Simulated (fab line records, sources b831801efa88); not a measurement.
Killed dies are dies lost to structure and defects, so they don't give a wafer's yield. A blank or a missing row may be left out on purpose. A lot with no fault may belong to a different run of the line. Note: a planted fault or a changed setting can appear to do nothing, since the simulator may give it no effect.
Chamber matching	flow sky130	SKY_VIA3_ETCH_15 on rieDiel-03 has 4 sister chambers
The step etches SiO2 in C4F8/O2/Ar, stops on TiN, target depth 507 nm, time 78 s. 16 wafers are shown with their chamber, then 8 later ones without.

== WAFERS, EACH WITH ITS CHAMBER ==
wafer	chamber	oesProductAu (a.u.)	rfFwdPowerW (W)
L075.2	2	0.946	1498
L075.4	1	0.945	1489
L075.5	2	0.947	1498
L081.2	0	0.947	1484
L081.3	3	0.951	1481
L081.5	0	0.946	1489
L086.1	2	0.938	1485
L086.4	1	0.949	1483
L086.6	1	0.946	1487
L088.1	0	0.954	1489
L088.2	3	0.950	1485
L088.4	2	0.939	1491
L092.1	0	0.948	1492
L092.4	0	0.948	1487
L092.5	3	0.952	1487
L094.1	3	0.952	1486

SIGNATURES (averages over the wafers above)
reading	chamber 0	chamber 1	chamber 2	chamber 3	scatter within a chamber
oesProductAu	0.94860	0.94667	0.94250	0.95125	0.0031
rfFwdPowerW	1488.20	1486.33	1493.00	1484.75	4
Rule: for each reading, subtract the chamber's mean from the wafer's reading, divide by that reading's scatter and square the result; add these up over the readings and take the root, which gives the wafer's distance from the chamber. The wafer belongs to the nearest chamber; if the next one is less than 2 further off, it can't be placed. The scatter: take each reading less its chamber's mean, square it, sum over the shown wafers, divide by the number of wafers less the number of chambers, and take the root.

== WAFERS WITHOUT THEIR CHAMBER ==
wafer	oesProductAu (a.u.)	rfFwdPowerW (W)
L094.2	0.950	1480
L094.5	0.941	1491
L096.2	0.949	1496
L096.4	0.951	1490
L096.5	0.938	1490
L097.1	0.957	1493
L097.2	0.937	1486
L097.3	0.946	1484

== THE CHAMBER EACH PASSED THROUGH ==
wafer	from the rows above	in truth
L094.2	can't be placed: 3 or 1 or 0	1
L094.5	can't be placed: 2 or 1 or 0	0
L096.2	can't be placed: 0 or 2 or 1 or 3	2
L096.4	can't be placed: 0 or 3 or 1 or 2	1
L096.5	can't be placed: 2 or 1 or 0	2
L097.1	can't be placed: 3 or 0 or 1 or 2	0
L097.2	can't be placed: 2 or 1 or 0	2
L097.3	can't be placed: 1 or 0 or 3 or 2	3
Correctly placed: 0 of 8. Unplaceable from these rows: 8, with the true chamber sitting among the candidates in 8. Wrongly placed: 0.
